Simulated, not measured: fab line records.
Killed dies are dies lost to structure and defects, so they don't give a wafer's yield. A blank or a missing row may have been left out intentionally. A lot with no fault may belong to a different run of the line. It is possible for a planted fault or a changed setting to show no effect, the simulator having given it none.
fab line records	flow sky130
record lots=24	wafers=72	last_day=50
route steps=708 shown VIA1@473 METAL2@489 METAL3@564 VIA3@575
lots that met no fault: from a run of the same line without faults
start_h: start of the lot's first displayed wafer, in hours after the record's first day	wait_h: hours elapsed since this lot's preceding step	" repeats the value in the row above	L1.1+2: one row covering several wafers at once	- no value, or no start given	* or withheld: withheld	< > ~ a bound
route shown NAME@n: NAME is a module with steps in the file, n the number in the route of the first one	usual: mean and standard deviation over wafers with no fault	same: alike in all rows	chamber/n: place in a boat	sites: the reading at each site	_std_site: their standard deviation	_edge_site: the outer-site mean with the inner-site mean subtracted	radius_mm: how far each site lies from the wafer's centre	mask NAME#n: copy n	behind: the tool/chamber that last shaped the wafer	hold: reason for holding the lot/hours on hold/outcome of the hold	device: the transistor (n, p or np) that didn't switch	end of line: the route-end tests of the same wafers	a step without rows: its recipe alone	killed: count of dies lost to structure and defects at first sort (not the wafer's yield)	map: per-die view of a wafer (x killed, . not killed, _ where there is no die)
set.NAME: the setting the step ran with; set.NAME@STEP: the setting that earlier step ran with	model.NAME: the simulator's own value behind a step, which no gauge read
one table for each step of the route and one row for each wafer, over a sample of lots
services: a tool's chamber out of use, with start hour (start_h, from the record's first day; less than 0 if before it), hours out, and reason
## steps
# step SKY_VIA1_ETCH_15
# recipe target=SiO2	chemistry=C4F8/O2/Ar	target_depth_nm=351	stop_on=TiN	mask_material=KrF-thick	source_w=1500	bias_w=1200	pressure_mtorr=40	c4f8_flow_sccm=withheld	O2_flow_sccm=6	Ar_flow_sccm=300	time_s=54
# usual bias_w=1200/3.8	oes_product_au=0.983/0.0062
lot.wafer	tool	chamber	start_h	wait_h	bias_w	oes_product_au	rf_hours_counter_h
L074.1	rie_diel-03	1	798.55	0.0	1200	0.986	13
L074.3	"	0	"	"	1208	0.982	1
L074.6	"	1	"	"	1199	0.994	-
L075.1	rie_diel-02	1	811.10	0.0	1200	0.986	8
L075.4	"	2	"	"	1203	0.979	-
L075.5	"	0	"	"	1205	0.980	-
L076.1	rie_diel-03	2	819.86	0.0	1204	0.987	11
L076.4	"	0	"	"	1209	0.994	1
L076.6	"	1	"	"	1201	0.987	-
L077.4	rie_diel-03	1	828.41	0.0	1201	0.988	14
L077.5	"	0	"	"	1198	0.988	-
L077.6	"	1	"	"	1199	0.993	-
L078.1	rie_diel-03	1	832.23	0.0	1201	0.989	14
L078.3	"	0	"	"	1199	0.989	2
L078.6	"	3	"	"	1198	0.979	-
L079.1	rie_diel-03	2	846.60	0.0	1204	0.985	12
L079.3	"	0	"	"	1200	0.987	2
L079.5	"	0	"	"	1196	0.987	-
L080.1	rie_diel-01	2	847.96	0.0	1196	0.974	23
L080.2	"	3	"	"	1208	0.981	12
L080.6	"	3	"	"	1201	0.976	-
L081.3	rie_diel-03	0	851.66	0.0	1198	0.990	2
L081.4	"	2	"	"	1197	0.988	12
L081.5	"	0	"	"	1197	0.987	-
L082.1	rie_diel-01	3	859.43	0.0	1203	0.987	12
L082.3	"	2	"	"	1202	0.977	23
L082.6	"	0	"	"	1203	0.984	-
L083.2	rie_diel-02	0	869.81	0.0	1201	0.977	4
L083.3	"	3	"	"	1208	0.995	1
L083.4	"	1	"	"	1200	0.977	10
L084.1	rie_diel-01	2	872.16	0.0	1200	0.975	24
L084.5	"	0	"	"	1200	0.985	-
L084.6	"	3	"	"	1196	0.997	-
L085.1	rie_diel-01	2	881.11	0.0	1195	0.967	24
L085.2	"	3	"	"	1200	0.985	13
L085.3	"	1	"	"	1203	0.965	6
L087.1	rie_diel-03	3	894.75	0.0	1195	0.974	1
L087.3	"	2	"	"	1199	0.989	13
L087.4	"	0	"	"	1204	0.987	3
L086.2	rie_diel-02	2	896.48	0.0	1197	0.969	4
L086.3	"	3	"	"	1204	0.981	2
L086.4	"	0	"	"	1199	0.983	5
L088.4	rie_diel-01	2	896.86	0.0	1198	0.988	-
L088.5	"	1	"	"	1202	0.982	-
L088.6	"	0	"	"	1197	0.982	-
L089.1	rie_diel-03	1	912.66	0.0	1203	0.981	17
L089.2	"	0	"	"	1199	0.983	4
L089.4	"	3	"	"	1194	0.983	2
L090.1	rie_diel-02	1	919.40	0.0	1203	0.984	12
L090.4	"	0	"	"	1203	0.985	5
L090.6	"	0	"	"	1195	0.987	-
L091.2	rie_diel-02	0	922.35	0.0	1200	0.977	6
L091.5	"	2	"	"	1201	0.971	-
L091.6	"	1	"	"	1196	0.984	-
L092.2	rie_diel-01	0	927.86	0.0	1197	0.994	8
L092.3	"	3	"	"	1187	0.977	14
L092.4	"	1	"	"	1204	0.980	7
L093.3	rie_diel-01	1	942.25	0.0	1201	0.980	8
L093.4	"	2	"	"	1200	0.985	27
L093.5	"	3	"	"	1199	0.989	-
L094.1	rie_diel-02	3	943.70	0.0	1191	0.984	3
L094.4	"	3	"	"	1197	0.979	-
L094.5	"	2	"	"	1200	0.975	-
L095.2	rie_diel-01	2	946.78	0.0	1208	0.978	27
L095.3	"	0	"	"	1204	0.987	8
L095.6	"	2	"	"	1204	0.984	-
L096.2	rie_diel-03	3	955.93	0.0	1204	0.985	3
L096.4	"	2	"	"	1205	0.981	-
L096.6	"	1	"	"	1202	0.977	-
L097.4	rie_diel-02	0	964.49	0.0	1198	0.996	-
L097.5	"	0	"	"	1196	0.986	-
L097.6	"	2	"	"	1207	0.968	-
# step SKY_METAL2_THK_MEAS_06
# recipe thk_meas_gauge=xrf	reads=AlCu_of_METAL2_SPUTTER_02
# usual METAL2_ALCU_THK=247/4
lot.wafer	tool	chamber	start_h	wait_h	METAL2_ALCU_THK[nm]
L074.1	film_metro-03	-	800.44	0.1	249
L074.3	"	-	"	"	252
L074.6	"	-	"	"	249
L075.1	film_metro-02	-	812.67	0.1	244
L075.4	"	-	"	"	242
L075.5	"	-	"	"	242
L076.1	film_metro-04	-	821.46	0.1	254
L076.4	"	-	"	"	249
L076.6	"	-	"	"	244
L077.4	film_metro-04	-	829.98	0.1	252
L077.5	"	-	"	"	254
L077.6	"	-	"	"	251
L078.1	film_metro-03	-	833.86	0.1	244
L078.3	"	-	"	"	246
L078.6	"	-	"	"	244
L079.1	film_metro-03	-	848.31	0.1	251
L079.3	"	-	"	"	253
L079.5	"	-	"	"	250
L080.1	film_metro-03	-	850.51	0.1	254
L080.2	"	-	"	"	252
L080.6	"	-	"	"	256
L081.3	film_metro-04	-	853.38	0.1	253
L081.4	"	-	"	"	249
L081.5	"	-	"	"	249
L082.1	film_metro-03	-	860.97	0.1	256
L082.3	"	-	"	"	251
L082.6	"	-	"	"	254
L083.2	film_metro-04	-	871.35	0.1	252
L083.3	"	-	"	"	251
L083.4	"	-	"	"	246
L084.1	film_metro-04	-	873.69	0.1	245
L084.5	"	-	"	"	244
L084.6	"	-	"	"	245
L085.1	film_metro-03	-	882.64	0.1	242
L085.2	"	-	"	"	242
L085.3	"	-	"	"	252
L087.1	film_metro-03	-	896.28	0.1	252
L087.3	"	-	"	"	249
L087.4	"	-	"	"	250
L086.2	film_metro-03	-	898.13	0.1	246
L086.3	"	-	"	"	251
L086.4	"	-	"	"	245
L088.4	film_metro-04	-	898.45	0.1	246
L088.5	"	-	"	"	245
L088.6	"	-	"	"	249
L089.1	film_metro-04	-	914.19	0.1	248
L089.2	"	-	"	"	245
L089.4	"	-	"	"	249
L090.1	film_metro-02	-	920.97	0.1	243
L090.4	"	-	"	"	240
L090.6	"	-	"	"	243
L091.2	film_metro-02	-	923.89	0.1	244
L091.5	"	-	"	"	242
L091.6	"	-	"	"	239
L092.2	film_metro-04	-	929.44	0.1	248
L092.3	"	-	"	"	249
L092.4	"	-	"	"	251
L093.3	film_metro-03	-	944.25	0.1	247
L093.4	"	-	"	"	250
L093.5	"	-	"	"	245
L094.1	film_metro-02	-	946.03	0.1	243
L094.4	"	-	"	"	246
L094.5	"	-	"	"	247
L095.2	film_metro-02	-	948.34	0.1	241
L095.3	"	-	"	"	240
L095.6	"	-	"	"	242
L096.2	film_metro-04	-	957.56	0.1	249
L096.4	"	-	"	"	246
L096.6	"	-	"	"	248
L097.4	film_metro-04	-	966.27	0.1	250
L097.5	"	-	"	"	243
L097.6	"	-	"	"	247
# step SKY_METAL3_OVL_MEAS_14
# usual METAL3_OVL=-2/6.7
lot.wafer	tool	chamber	start_h	wait_h	METAL3_OVL[nm]
L074.1	overlay-02	-	908.67	0.1	0
L074.3	"	-	"	"	-3
L074.6	"	-	"	"	14
L075.1	overlay-02	-	919.56	0.1	7
L075.4	"	-	"	"	-6
L075.5	"	-	"	"	6
L076.1	overlay-01	-	927.06	0.1	5
L076.4	"	-	"	"	3
L076.6	"	-	"	"	0
L077.4	overlay-01	-	935.70	0.1	-4
L077.5	"	-	"	"	-3
L077.6	"	-	"	"	1
L078.1	overlay-02	-	939.21	0.1	1
L078.3	"	-	"	"	5
L078.6	"	-	"	"	-6
L079.1	overlay-02	-	952.61	0.1	4
L079.3	"	-	"	"	3
L079.5	"	-	"	"	2
L080.1	overlay-02	-	954.02	0.1	-2
L080.2	"	-	"	"	0
L080.6	"	-	"	"	6
L081.3	overlay-01	-	956.22	0.1	-10
L081.4	"	-	"	"	-5
L081.5	"	-	"	"	-10
L082.1	overlay-02	-	965.32	0.1	-8
L082.3	"	-	"	"	-6
L082.6	"	-	"	"	-7
L083.2	overlay-01	-	975.33	0.1	-7
L083.3	"	-	"	"	-6
L083.4	"	-	"	"	-6
L084.1	overlay-01	-	976.18	0.1	-5
L084.5	"	-	"	"	-11
L084.6	"	-	"	"	-9
L085.1	overlay-02	-	985.23	0.1	2
L085.2	"	-	"	"	2
L085.3	"	-	"	"	1
L087.1	overlay-01	-	998.37	0.1	6
L087.3	"	-	"	"	7
L087.4	"	-	"	"	-5
L086.2	overlay-01	-	1000.53	0.1	2
L086.3	"	-	"	"	4
L086.4	"	-	"	"	4
L088.4	overlay-02	-	1000.68	0.1	-7
L088.5	"	-	"	"	-23
L088.6	"	-	"	"	-11
L089.1	overlay-02	-	1013.67	0.1	-6
L089.2	"	-	"	"	13
L089.4	"	-	"	"	3
L090.1	overlay-01	-	1020.81	0.1	3
L090.4	"	-	"	"	2
L090.6	"	-	"	"	7
L091.2	overlay-01	-	1024.36	0.1	3
L091.5	"	-	"	"	-8
L091.6	"	-	"	"	8
L092.2	overlay-01	-	1027.73	0.1	-10
L092.3	"	-	"	"	-11
L092.4	"	-	"	"	-8
L093.3	overlay-02	-	1040.88	0.1	-6
L093.4	"	-	"	"	-15
L093.5	"	-	"	"	2
L094.1	overlay-02	-	1045.03	0.1	-3
L094.4	"	-	"	"	5
L094.5	"	-	"	"	-1
L095.2	overlay-02	-	1047.36	0.1	4
L095.3	"	-	"	"	5
L095.6	"	-	"	"	0
L096.2	overlay-02	-	1054.17	0.1	4
L096.4	"	-	"	"	-1
L096.6	"	-	"	"	-3
L097.4	overlay-02	-	1062.30	0.1	-8
L097.5	"	-	"	"	-7
L097.6	"	-	"	"	-6
# step SKY_METAL3_DESCUM_15
# recipe chemistry=O2	source_power_w=150	bias_power_w=0	pressure_mtorr=10	temp_c=40	time_s=8
# usual drypump_motor_current_A=5.5/0.46	oes_product_au=0.993/0.013
lot.wafer	tool	chamber	start_h	wait_h	drypump_motor_current_A	oes_product_au	rf_hours_counter_h
L074.1	rie_metal-04	0	908.71	0.0	5.6	0.998	4
L074.3	"	1	"	"	5.4	1.004	-
L074.6	"	1	"	"	5.5	1.011	-
L075.1	rie_metal-04	0	919.59	0.0	5.6	0.992	4
L075.4	"	1	"	"	5.5	1.010	-
L075.5	"	0	"	"	5.7	0.986	-
L076.1	rie_metal-03	1	927.09	0.0	6.2	0.995	9
L076.4	"	0	"	"	5.1	0.997	-
L076.6	"	1	"	"	6.2	1.008	-
L077.4	rie_metal-04	1	935.73	0.0	5.4	1.004	-
L077.5	"	0	"	"	5.6	0.997	-
L077.6	"	1	"	"	5.4	1.016	-
L078.1	rie_metal-01	0	939.24	0.0	4.7	0.996	14
L078.3	"	1	"	"	5.9	0.970	-
L078.6	"	0	"	"	4.7	0.992	-
L079.1	rie_metal-01	1	952.64	0.0	5.9	0.967	16
L079.3	"	1	"	"	5.9	0.978	-
L079.5	"	1	"	"	5.9	0.979	-
L080.1	rie_metal-04	1	954.06	0.0	5.4	1.008	5
L080.2	"	0	"	"	5.6	0.996	6
L080.6	"	0	"	"	5.6	1.001	-
L081.3	rie_metal-04	1	956.25	0.0	5.4	0.992	-
L081.4	"	0	"	"	5.6	0.997	-
L081.5	"	1	"	"	5.4	1.003	-
L082.1	rie_metal-01	0	965.36	0.0	4.7	0.986	15
L082.3	"	1	"	"	5.9	0.980	-
L082.6	"	1	"	"	5.9	0.984	-
L083.2	rie_metal-03	0	975.36	0.0	5.1	0.992	14
L083.3	"	0	"	"	5.1	0.990	-
L083.4	"	1	"	"	6.1	1.005	-
L084.1	rie_metal-01	0	976.22	0.0	4.7	0.982	16
L084.5	"	1	"	"	5.9	0.988	-
L084.6	"	0	"	"	4.7	0.989	-
L085.1	rie_metal-01	0	985.27	0.0	4.7	0.985	16
L085.2	"	1	"	"	5.9	0.979	18
L085.3	"	0	"	"	4.7	0.981	-
L087.1	rie_metal-04	1	998.41	0.0	5.4	1.017	7
L087.3	"	1	"	"	5.4	1.017	-
L087.4	"	0	"	"	5.6	1.005	-
L086.2	rie_metal-04	1	1000.56	0.0	5.5	1.005	7
L086.3	"	1	"	"	5.5	1.007	-
L086.4	"	0	"	"	5.6	1.000	-
L088.4	rie_metal-03	0	1000.70	0.0	5.1	0.993	-
L088.5	"	1	"	"	6.2	1.006	-
L088.6	"	0	"	"	5.1	0.990	-
L089.1	rie_metal-04	0	1013.71	0.0	5.6	1.004	9
L089.2	"	1	"	"	5.4	1.009	8
L089.4	"	1	"	"	5.4	1.008	-
L090.1	rie_metal-01	0	1020.84	0.0	4.7	0.986	18
L090.4	"	1	"	"	5.9	0.967	-
L090.6	"	0	"	"	4.7	0.990	-
L091.2	rie_metal-01	0	1024.39	0.0	4.7	0.979	18
L091.5	"	1	"	"	5.9	0.976	-
L091.6	"	0	"	"	4.7	0.985	-
L092.2	rie_metal-03	1	1027.76	0.0	6.2	1.003	15
L092.3	"	1	"	"	6.2	1.008	-
L092.4	"	0	"	"	5.1	0.996	-
L093.3	rie_metal-04	0	1040.92	0.0	5.6	1.007	-
L093.4	"	1	"	"	5.4	1.013	-
L093.5	"	0	"	"	5.6	0.995	-
L094.1	rie_metal-01	1	1045.07	0.0	5.9	0.980	21
L094.4	"	0	"	"	4.7	0.991	-
L094.5	"	0	"	"	4.7	0.990	-
L095.2	rie_metal-01	1	1047.39	0.0	5.9	0.976	22
L095.3	"	0	"	"	4.7	0.987	-
L095.6	"	0	"	"	4.7	0.992	-
L096.2	rie_metal-01	0	1054.20	0.0	4.7	0.986	21
L096.4	"	0	"	"	4.7	0.981	-
L096.6	"	1	"	"	5.9	0.964	-
L097.4	rie_metal-04	1	1062.33	0.0	5.4	1.012	-
L097.5	"	1	"	"	5.4	1.015	-
L097.6	"	0	"	"	5.6	0.996	-
# step SKY_VIA3_CMP_02
# recipe material=SiO2	down_force_psi=4	platen_rpm=60	pad_velocity_m_s=0.94248
# usual motor_current_A=12.0/1.2	slurry_flow_ml_min=150.0/0.46
lot.wafer	tool	chamber	start_h	wait_h	motor_current_A	slurry_flow_ml_min
L074.1	cmp-02	3	909.86	0.1	13.4	149.8
L074.3	"	1	"	"	12.4	149.3
L074.6	"	0	"	"	12.2	150.4
L075.4	cmp-01	1	920.74	0.0	11.1	149.9
L075.1	"	2	"	"	9.1	150.0
L075.5	"	1	"	"	11.4	150.8
L076.1	cmp-01	0	928.28	0.1	12.7	149.8
L076.4	"	2	"	"	8.8	150.0
L076.6	"	0	"	"	11.7	150.1
L077.4	cmp-02	2	936.98	0.1	12.5	150.1
L077.6	"	1	"	"	12.2	150.8
L077.5	"	2	"	"	12.1	150.2
L078.1	cmp-02	2	940.43	0.1	12.3	149.4
L078.3	"	1	"	"	12.4	149.9
L078.6	"	3	"	"	13.5	150.3
L079.3	cmp-02	3	953.82	0.0	13.1	149.7
L079.1	"	2	"	"	12.5	150.0
L079.5	"	0	"	"	13.2	150.2
L080.1	cmp-02	0	955.37	0.1	12.4	150.3
L080.2	"	1	"	"	12.7	149.8
L080.6	"	3	"	"	13.0	150.2
L081.3	cmp-01	1	957.55	0.0	11.5	149.9
L081.4	"	0	"	"	11.9	150.6
L081.5	"	2	"	"	9.5	150.4
L082.3	cmp-02	2	966.56	0.1	12.0	149.4
L082.1	"	0	"	"	12.9	150.5
L082.6	"	2	"	"	12.2	150.2
L083.3	cmp-02	1	976.61	0.1	11.6	150.2
L083.2	"	2	"	"	12.6	150.0
L083.4	"	3	"	"	13.1	150.0
L084.1	cmp-02	2	977.51	0.2	12.2	150.0
L084.6	"	3	"	"	13.6	149.7
L084.5	"	0	"	"	12.8	149.7
L085.2	cmp-01	1	986.41	0.0	11.3	150.1
L085.1	"	2	"	"	8.8	149.2
L085.3	"	3	"	"	12.7	149.5
L087.4	cmp-02	0	999.69	0.1	12.5	149.8
L087.3	"	1	"	"	12.4	150.0
L087.1	"	2	"	"	12.3	151.5
L086.2	cmp-01	1	1001.78	0.0	11.5	149.2
L086.3	"	2	"	"	9.1	149.9
L086.4	"	3	"	"	12.7	151.2
L088.4	cmp-02	1	1001.88	0.0	12.0	149.6
L088.5	"	1	"	"	12.7	149.8
L088.6	"	2	"	"	12.7	150.5
L089.1	cmp-01	0	1014.89	0.1	12.3	150.6
L089.4	"	2	"	"	8.5	149.4
L089.2	"	3	"	"	12.7	149.7
L090.1	cmp-02	1	1022.25	0.1	12.3	149.1
L090.4	"	2	"	"	11.9	149.7
L090.6	"	1	"	"	12.6	149.3
L091.2	cmp-01	0	1025.77	0.0	12.2	150.3
L091.5	"	0	"	"	12.7	149.8
L091.6	"	1	"	"	11.4	149.7
L092.3	cmp-02	3	1028.91	0.0	13.6	150.0
L092.2	"	1	"	"	12.5	149.4
L092.4	"	2	"	"	11.6	149.7
L093.4	cmp-01	2	1042.05	0.0	8.9	150.0
L093.3	"	1	"	"	10.9	150.5
L093.5	"	2	"	"	9.3	150.5
L094.1	cmp-02	2	1046.27	0.1	12.3	149.4
L094.4	"	0	"	"	12.8	149.8
L094.5	"	1	"	"	12.2	150.0
L095.3	cmp-01	1	1048.64	0.1	11.6	149.5
L095.2	"	2	"	"	8.9	149.9
L095.6	"	0	"	"	12.1	149.4
L096.4	cmp-01	1	1055.79	0.1	11.2	150.1
L096.2	"	2	"	"	9.1	150.5
L096.6	"	0	"	"	12.5	150.0
L097.4	cmp-01	0	1063.61	0.2	11.7	150.0
L097.5	"	1	"	"	11.8	150.0
L097.6	"	2	"	"	9.1	149.9
# step SKY_VIA3_CD_MEAS_12
# recipe target_cd_nm=200
# usual cd_nm=200.1/1.6
lot.wafer	tool	chamber	start_h	wait_h	cd_nm
L074.1	cd_sem-01	-	934.86	-	198.5
L074.3	"	-	"	"	196.7
L074.6	"	-	"	"	197.0
L075.1	cd_sem-02	-	945.87	-	199.6
L075.4	"	-	"	"	199.8
L075.5	"	-	"	"	198.6
L076.1	cd_sem-01	-	952.84	-	201.9
L076.4	"	-	"	"	202.6
L076.6	"	-	"	"	202.0
L077.4	cd_sem-01	-	962.13	-	199.5
L077.5	"	-	"	"	199.6
L077.6	"	-	"	"	199.8
L078.1	cd_sem-02	-	965.31	-	199.9
L078.3	"	-	"	"	199.0
L078.6	"	-	"	"	198.7
L079.1	cd_sem-01	-	977.54	-	200.7
L079.3	"	-	"	"	201.3
L079.5	"	-	"	"	201.4
L080.1	cd_sem-02	-	979.39	-	197.8
L080.2	"	-	"	"	197.3
L080.6	"	-	"	"	196.6
L081.3	cd_sem-02	-	982.30	-	200.2
L081.4	"	-	"	"	200.9
L081.5	"	-	"	"	201.2
L082.1	cd_sem-01	-	990.92	-	197.7
L082.3	"	-	"	"	198.5
L082.6	"	-	"	"	199.5
L083.2	cd_sem-01	-	1001.09	-	199.9
L083.3	"	-	"	"	199.2
L083.4	"	-	"	"	198.6
L084.1	cd_sem-02	-	1001.42	-	200.3
L084.5	"	-	"	"	200.3
L084.6	"	-	"	"	201.1
L085.1	cd_sem-01	-	1009.74	-	198.1
L085.2	"	-	"	"	200.0
L085.3	"	-	"	"	199.7
L087.1	cd_sem-02	-	1023.32	-	201.1
L087.3	"	-	"	"	200.4
L087.4	"	-	"	"	202.3
L086.2	cd_sem-02	-	1025.13	-	197.9
L086.3	"	-	"	"	198.3
L086.4	"	-	"	"	199.2
L088.4	cd_sem-02	-	1025.48	-	201.4
L088.5	"	-	"	"	200.6
L088.6	"	-	"	"	201.0
L089.1	cd_sem-02	-	1037.56	-	202.8
L089.2	"	-	"	"	201.9
L089.4	"	-	"	"	203.4
L090.1	cd_sem-02	-	1044.99	-	200.4
L090.4	"	-	"	"	200.9
L090.6	"	-	"	"	202.3
L091.2	cd_sem-01	-	1048.89	-	199.9
L091.5	"	-	"	"	197.3
L091.6	"	-	"	"	198.4
L092.2	cd_sem-01	-	1052.11	-	198.6
L092.3	"	-	"	"	198.6
L092.4	"	-	"	"	199.7
L093.3	cd_sem-02	-	1064.55	-	200.7
L093.4	"	-	"	"	202.6
L093.5	"	-	"	"	200.6
L094.1	cd_sem-02	-	1068.81	-	203.8
L094.4	"	-	"	"	202.4
L094.5	"	-	"	"	200.8
L095.2	cd_sem-01	-	1070.96	-	201.5
L095.3	"	-	"	"	201.0
L095.6	"	-	"	"	202.4
L096.2	cd_sem-01	-	1077.93	-	199.3
L096.4	"	-	"	"	198.7
L096.6	"	-	"	"	198.6
L097.4	cd_sem-01	-	1084.82	-	201.4
L097.5	"	-	"	"	201.5
L097.6	"	-	"	"	201.9
## services
tool	chamber	start_h	hours	kind
rie_diel-02	1	781.27	7.2	repair
cmp-02	-	788.58	0.3	repair
cmp-02	-	796.92	5.1	pm
rie_metal-04	-	798.77	2.8	pm
rie_diel-01	-	808.10	1.2	repair
rie_diel-01	3	827.96	14.4	repair
cmp-01	-	830.29	0.9	repair
rie_metal-04	0	879.85	2.6	repair
rie_diel-01	3	885.95	15.0	repair
cmp-01	-	895.70	7.0	pm
cmp-02	-	912.00	4.0	pm
cmp-02	-	916.00	-	consumable_replace:conditioner
rie_diel-02	2	937.65	4.1	repair
rie_diel-02	1	939.29	53.1	repair
rie_diel-03	0	940.75	26.5	repair
rie_diel-02	3	946.06	9.6	repair
rie_metal-03	1	946.09	1.0	repair
rie_diel-02	3	958.68	11.3	repair
cmp-02	-	970.80	5.8	repair
rie_metal-04	0	1014.22	18.0	repair
rie_diel-03	2	1017.88	34.3	repair
rie_metal-03	-	1020.39	1.3	repair
rie_diel-02	2	1035.85	15.6	repair
cmp-02	-	1059.91	1.5	repair
## key
fault none
